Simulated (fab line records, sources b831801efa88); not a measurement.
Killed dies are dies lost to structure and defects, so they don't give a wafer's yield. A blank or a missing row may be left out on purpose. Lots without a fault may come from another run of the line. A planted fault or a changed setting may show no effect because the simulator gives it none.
Chamber matching | flow sky130 | SKY_PASSIVATION_CVD_02 on pecvd-01: 3 sister chambers
The step deposits Si3N4, target thk 540 nm. 3 wafers are shown with their chamber, then 7 later ones without.

WAFERS WITH THEIR CHAMBER
wafer  | chamber | heater_power_w (W)
L709.6 | 1       | 775
L713.1 | 2       | 563
L713.4 | 0       | 698

WAFERS WITHOUT THEIR CHAMBER
wafer  | heater_power_w (W)
L713.6 | 590
L714.1 | 761
L714.3 | 636
L714.6 | 768
L718.2 | 632
L718.3 | 759
L718.5 | 503

WHICH CHAMBER EACH WENT THROUGH
wafer  | from the rows above          | in truth
L713.6 | can't be placed: 2 or 0      | 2
L714.1 | can't be placed: 1 or 0      | 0
L714.3 | can't be placed: 0 or 2 or 1 | 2
L714.6 | can't be placed: 1 or 0      | 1
L718.2 | can't be placed: 0 or 2 or 1 | 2
L718.3 | can't be placed: 1 or 0      | 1
L718.5 | 2                            | 2
Placed correctly: 1 of 7. Can't be placed from these rows: 6 (the true chamber is among the candidates in 6). Placed wrongly: 0.
How it was worked out, from the rows above alone: a wafer's distance from a chamber is the root of the sum, over the readings, of the square of ((its reading less the chamber's mean) divided by the reading's scatter). The wafer belongs to the nearest chamber; if the next one is less than 2 further off, it can't be placed. A chamber's mean is the mean of its shown wafers. The scatter: with one shown wafer a chamber, the root of the mean of the squares of how far each hidden wafer lies from its nearest shown one.
